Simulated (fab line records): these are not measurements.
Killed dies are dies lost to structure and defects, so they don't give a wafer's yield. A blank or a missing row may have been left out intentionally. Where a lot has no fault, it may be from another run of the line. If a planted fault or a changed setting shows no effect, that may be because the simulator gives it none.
A lot that was struck, set against a sound lot :: flow sfqLine :: 41 steps out of a route of 325
Sound: these wafers, L140.2, L140.5, L140.6. Struck: wafer L143.6 (L143.2, L143.5, from the same lot, were not struck and are left out); the cause is given at the end.
For every step that has rows: the tool of each side, followed by ch and its chambers, followed by its first start. Under that, the readings that differ: sound wafers :: struck wafers :: difference of the means :: sigmas: that difference in standard deviations of wafers without a fault.
alike: readings whose means differ by less than 2 such deviations, and words and numbers that are the same on both sides. not compared: withheld readings, readings that some wafer has no value for, bounds like >300 that may hide the same value, and numbers for which the record gives no deviation and whose values overlap.
Wherever a step has rows on one side only, a row that says differs or no value, or a row with sigmas, the two part there. Non-overlapping numbers with no deviation appear without sigmas and do not part them. Lack of a reading on every wafer of one side parts them only where that side has two or more wafers.

first, 6 steps without rows for these wafers: SFQ_TRILAYER_M7_LITHO_COAT_182 (resist thk 62 nm); SFQ_TRILAYER_M7_LITHO_COAT_177 (resist thk 600 nm); SFQ_TRILAYER_M7_LITHO_SOFTBAKE_181; SFQ_TRILAYER_M7_LITHO_EXPOSE_178 (exposes mask M7, target cd 500 nm); SFQ_TRILAYER_M7_LITHO_PEB_180 (peb time 60 s); SFQ_TRILAYER_M7_LITHO_DEVELOP_179 (time 60 s).
SFQ_M7_OVL_MEAS_945:
  sound on overlay-01 at day 68 13:24; struck on overlay-01 at day 68 20:36
  alike: M7_OVL
SFQ_TRILAYER_M7_BARC_OPEN_METAL_ETCH_229: etches BARC in O2, target depth 125 nm, time 41.7 s.
  sound on rieMetal-02 ch 0,1, day 68 13:26; struck on rieMetal-04 ch 0, day 68 20:38
  alike: biasW, drypumpMotorCurrentA, oesProductAu
  not compared: rfHoursCounterH
then, 1 step without rows for these wafers: SFQ_TRILAYER_M7_ETCH_METAL_ETCH_180 (etches Nb in Cl2/Ar, stops on SiO2, target depth 240 nm, time 120 s).
SFQ_TRILAYER_M7_STRIP_STRIP_181: strips in O2.
  sound on rieMetal-02 ch 0,1, day 68 13:37; struck on rieMetal-04 ch 0, day 68 20:49
  alike: drypumpMotorCurrentA, oesProductAu, platenTempC
  not compared: rfHoursCounterH
then, 1 step without rows for these wafers: SFQ_TRILAYER_M7_STRIP_SOLV_CLEAN_182 (cleans in NMP, time 600 s).
SFQ_TRILAYER_I7_DEP_PECVD_183: deposits SiO2 from SiH4/N2O, time 111.11 s, target thk 500 nm.
  sound on pecvd-01 ch 0,1,2, day 68 14:23; struck on pecvd-02 ch 1, day 68 21:35
  alike: heaterPowerW, throttleValvePct
  not compared: sinceWetCleanH
SFQ_TRILAYER_I7_CMP_CMP_184: polishes SiO2.
  sound on cmp-01 ch 0,1,2, day 68 20:19; struck on cmp-02 ch 2, day 69 06:25
reading: timeToEndpointS (s)
sound: 223 220 224
struck: 283
difference: +61
sigmas: +8

reading: model.SiO2_of_TRILAYER_I7_DEP_PECVD_183.thkNm (nm)
sound: 200.8 199.9 201.4
struck: 306.3
difference: +105.6
sigmas: 
  alike: motorCurrentA
SFQ_I7_BOW_MEAS_946:
  sound on filmMetro-04 at day 68 21:50; struck on filmMetro-04 at day 69 07:56
  alike: I7_BOW
SFQ_TRILAYER_I7_METRO_MEASURE_185:
  sound on filmMetro-04 at day 68 22:08; struck on filmMetro-04 at day 69 08:14
reading: thkNm (nm)
sound: 200.7 199.9 201.5
struck: 306.1
difference: +105.4
sigmas: +99 or more
then, 6 steps without rows for these wafers: SFQ_TRILAYER_I7_VIA_LITHO_COAT_192 (resist thk 62 nm); SFQ_TRILAYER_I7_VIA_LITHO_COAT_187 (resist thk 650 nm); SFQ_TRILAYER_I7_VIA_LITHO_SOFTBAKE_191; SFQ_TRILAYER_I7_VIA_LITHO_EXPOSE_188 (exposes mask I7, target cd 1000 nm); SFQ_TRILAYER_I7_VIA_LITHO_PEB_190 (peb time 60 s); SFQ_TRILAYER_I7_VIA_LITHO_DEVELOP_189 (time 60 s).
-- the record jumps here: 3 days lie between the struck wafers' starts before and after --
SFQ_I7_OVL_MEAS_947:
  sound on overlay-01 at day 71 18:25; struck on overlay-01 at day 72 09:00
  alike: I7_OVL
SFQ_TRILAYER_I7_VIA_BARC_OPEN_VIA_ETCH_260: etches BARC in O2, target depth 125 nm, time 41.7 s.
  sound on rieDiel-04 ch 1,2,3, day 71 18:27; struck on rieDiel-02 ch 2, day 72 09:02
reading: biasW (W)
sound: 80.09 80.29 80.25
struck: 79.73
difference: -0.48
sigmas: -2
  alike: drypumpMotorCurrentA, oesProductAu
  not compared: rfHoursCounterH
SFQ_TRILAYER_I7_VIA_ETCH_VIA_ETCH_190: etches SiO2 in CHF3, stops on Nb, target depth 260 nm.
  sound on rieDiel-04 ch 1,2,3, day 71 18:29; struck on rieDiel-02 ch 2, day 72 09:04
reading: oesProductAu (a.u.)
sound: 0.860 0.859 0.855
struck: 0.993
difference: +0.135
sigmas: +27

reading: model.I7.featureDepthNm (nm)
sound: 200.8 199.9 201.4
struck: 256.6
difference: +55.9
sigmas: 

reading: model.etch.depthNm (nm)
sound: 200.8 199.9 201.4
struck: 256.6
difference: +55.9
sigmas: 
  alike: biasW, drypumpMotorCurrentA
SFQ_TRILAYER_I7_VIA_STRIP_STRIP_191: strips in O2.
  sound on rieMetal-02 ch 0,1, day 71 18:37; struck on rieMetal-02 ch 0, day 72 09:23
reading: drypumpMotorCurrentA (A)
sound: 5.2 6.5 5.2
struck: 6.5
difference: +0.9
sigmas: +2
  alike: oesProductAu, platenTempC
  not compared: rfHoursCounterH
then, 8 steps without rows for these wafers: SFQ_TRILAYER_I7_VIA_STRIP_SOLV_CLEAN_192 (cleans in NMP, time 600 s); SFQ_TRILAYER_M8_LITHO_LOR_COAT_197; SFQ_TRILAYER_M8_LITHO_LOR_BAKE_198; SFQ_TRILAYER_M8_LITHO_COAT_193 (resist thk 600 nm); SFQ_TRILAYER_M8_LITHO_SOFTBAKE_199; SFQ_TRILAYER_M8_LITHO_EXPOSE_194 (exposes mask M8, target cd 2000 nm); SFQ_TRILAYER_M8_LITHO_PEB_196 (peb time 60 s); SFQ_TRILAYER_M8_LITHO_DEVELOP_195 (img clear 15 s, time 55 s).
-- the record jumps here: 3 days lie between the struck wafers' starts before and after --
SFQ_M8_OVL_MEAS_948:
  sound on overlay-02 at day 75 03:06; struck on overlay-02 at day 75 18:06
reading: M8_OVL (nm)
sound: -20 -8 -12
struck: 1
difference: +14
sigmas: +2
then, 3 steps without rows for these wafers: SFQ_TRILAYER_M8_DEP_EVAP_197 (material Ti, target thk 20 nm, time 100 s); SFQ_TRILAYER_M8_DEP_EVAP_198 (material Pt, target thk 50 nm, time 250 s); SFQ_TRILAYER_M8_DEP_EVAP_196 (material Au, target thk 180 nm, time 900 s).
SFQ_M8_RS_MEAS_949: measurement is done with a four-point probe.
  sound on filmMetro-01 at day 75 03:53; struck on filmMetro-01 at day 75 18:53
  alike: M8_AU_RS
SFQ_M8_THK_MEAS_950: measures by xrf.
  sound on filmMetro-01 at day 75 04:00; struck on filmMetro-01 at day 75 19:00
  alike: M8_AU_THK
then, 1 step without rows for these wafers: SFQ_TRILAYER_M8_LIFTOFF_LIFTOFF_197 (chemistry NMP, time 600 s).
SFQ_M8_BOW_MEAS_951:
  sound on filmMetro-01 at day 75 04:15; struck on filmMetro-02 at day 75 19:15
reading: model.etest.i7.linkOhm
sound: 1.035 1.033 1.032
struck: 1e+06
difference: +1e+06
sigmas: 
  alike: M8_BOW

WHERE THEY PART
At SFQ_TRILAYER_I7_CMP_CMP_184 first; at SFQ_M8_OVL_MEAS_948 last (within this record only). Later steps at which nothing parts them and some readings are alike: SFQ_M8_RS_MEAS_949, SFQ_M8_THK_MEAS_950, SFQ_M8_BOW_MEAS_951.

WHY: what the simulator had put in
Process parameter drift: cmp-02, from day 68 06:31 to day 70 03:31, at SFQ_TRILAYER_I7_CMP_CMP_184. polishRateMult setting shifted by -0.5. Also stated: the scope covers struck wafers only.
